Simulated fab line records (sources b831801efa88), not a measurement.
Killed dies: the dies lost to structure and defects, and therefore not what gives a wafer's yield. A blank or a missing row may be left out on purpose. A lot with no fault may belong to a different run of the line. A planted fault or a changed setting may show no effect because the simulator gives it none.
Which tool did it? :: flow sky130 :: 21 wafers from 7 lots sampled at 2 of the route's 708 steps

== WHAT THE GAUGES SHOWED, per wafer ==
SKY_METAL4_OVL_MEAS_14.
lot: L865
measured: day 42 10:21
on: overlay-02
METAL4_OVL (nm): 1 4 3

lot: L869
measured: day 43 07:57
on: overlay-02
METAL4_OVL (nm): 1 2 1

lot: L871
measured: day 43 20:38
on: overlay-02
METAL4_OVL (nm): 13 10 7

lot: L873
measured: day 44 10:17
on: overlay-01
METAL4_OVL (nm): -1 3 0

lot: L876
measured: day 45 05:15
on: overlay-01
METAL4_OVL (nm): 1 -3 -6

lot: L880
measured: day 46 02:56
on: overlay-02
METAL4_OVL (nm): -8 -7 -6

lot: L887
measured: day 47 17:29
on: overlay-02
METAL4_OVL (nm): -13 -12 -16

== WHAT TOOL EACH LOT RAN ON (gives the tool, then ch and the chambers of the sampled wafers, and finally the start) ==
lot: L865
SKY_METAL4_SPUTTER_02: pvdSputter-02, day 40 08:34

lot: L869
SKY_METAL4_SPUTTER_02: pvdSputter-02, day 41 08:32

lot: L871
SKY_METAL4_SPUTTER_02: pvdSputter-01, day 41 20:41

lot: L873
SKY_METAL4_SPUTTER_02: pvdSputter-04, day 42 11:42

lot: L876
SKY_METAL4_SPUTTER_02: pvdSputter-01, day 43 08:29

lot: L880
SKY_METAL4_SPUTTER_02: pvdSputter-01, day 44 07:41

lot: L887
SKY_METAL4_SPUTTER_02: pvdSputter-04, day 45 23:44
- SKY_METAL4_SPUTTER_02: material AlCu, target thk 735 nm, time 39.1 s.

== THE ANSWER, worked out from the rows above alone ==
Rule: the usual values come from the lots themselves. The widest of any qualifying gaps counts: lots, ordered by their means at a reading, are off when they make up no more than a third of the lots, leave a main group of 4 or more, and stand apart from it by 3 or more times the standard deviation of that group's means. A main group whose means are all the same, to the digits that the tables above print for the reading, isn't used. A lot without any number at a reading at which 4 lots or more have one is off too. Any other lot the step has rows for is counted as sound.
Across all readings shown, no lot is off: no conclusion can be drawn from this.

== WHAT THE SIMULATOR HAD PUT IN ==
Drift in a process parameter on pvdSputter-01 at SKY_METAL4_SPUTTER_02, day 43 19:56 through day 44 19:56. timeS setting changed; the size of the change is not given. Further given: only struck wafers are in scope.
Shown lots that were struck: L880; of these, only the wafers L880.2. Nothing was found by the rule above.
